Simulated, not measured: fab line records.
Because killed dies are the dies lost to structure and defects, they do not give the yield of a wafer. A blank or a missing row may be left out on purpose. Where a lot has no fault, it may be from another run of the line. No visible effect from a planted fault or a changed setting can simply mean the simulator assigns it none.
Problem report, 8D (eight disciplines) form, completed by code -- flow gf180mcu -- the parts of the form that need people (team, actions taken, sign-off) are left out

1. PROBLEM STATEMENT
beam energy keV at GF_DNWELL_IMPLANT_07 reads a mean of 1447.8 on 6 wafers of 2 lots; wafers without a fault read 1500.1 with a standard deviation of 0.43. So: -99 or more standard deviations from the usual mean.
Earliest sighting: wafer L755.3 on implanter-02 at day 4 16:21. Wafers with a number at this step in the record: 42, from 14 lots. Rule for "out", or "out of limits": more than 4 standard deviations from the usual mean. The other wafers with a number count as sound.

2. WHAT THIS IS AND IS NOT
question,is,is not
which readings at this step,beam energy keV,-
which lots,"L755, L761","L747, L748, L749, L750, L751, L752, L753, L754, L765, L766, L768, L770"
which wafers of those lots,all that have a number,-
read on which tools,implanter-02,"implanter-01, implanter-03"
when,from day 4 16:21,"up to then (24 sound wafers); but 12 sound wafers of L765, L766, L768, L770 came after"

3. THE SUSPECTS, EACH WITH WHAT RULES IT OUT
Counting: a tool stays on the suspect list if, at a process step up to the reading, it processed all lots that are out and no sound lot following the first of them.
- implanter-02 at GF_DNWELL_IMPLANT_07: kept. It processed each lot that is out, first L755 at day 4 16:21, and no sound lot thereafter; up to then, the last sound lot it processed was L754 at day 4 12:01. Out on those wafers are its own readings of beam energy keV.
Left after counting: implanter-02 at GF_DNWELL_IMPLANT_07.

4. THE CAUSE (what the simulator had put in)
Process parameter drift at GF_DNWELL_IMPLANT_07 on implanter-02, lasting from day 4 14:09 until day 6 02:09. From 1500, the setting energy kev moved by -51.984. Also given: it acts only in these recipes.
After counting, this tool was the only one left.

5. THE EFFECT CHAIN, in route order
Each row: a reading whose mean over the struck wafers that have a number lies more than 3 standard deviations from the usual. Readings are gone through only where the record gives a usual standard deviation; hours: the median, over the lots, of the time from a lot's start at the first step in this table giving one to that lot's start at this step; sigmas: the change measured in usual standard deviations.
hours,step,reading,usual,on struck wafers,change,sigmas
0,GF_DNWELL_IMPLANT_07,beam energy keV,1500.1,1447.8,-52.3,-99 or more
It contains these process steps:
- GF_DNWELL_IMPLANT_07
Later measuring or inspecting steps at which every struck wafer that the step has a row for has a number for every such reading, and none has moved that far: GF_HV_LDD_CD_MEAS_31, GF_HV_LDD_CD_MEAS_46.

6. HOW IT WOULD HAVE BEEN CAUGHT EARLIER
In this record no reading fell out of limits until day 4 16:21, 2 hours after the fault had begun at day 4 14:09.
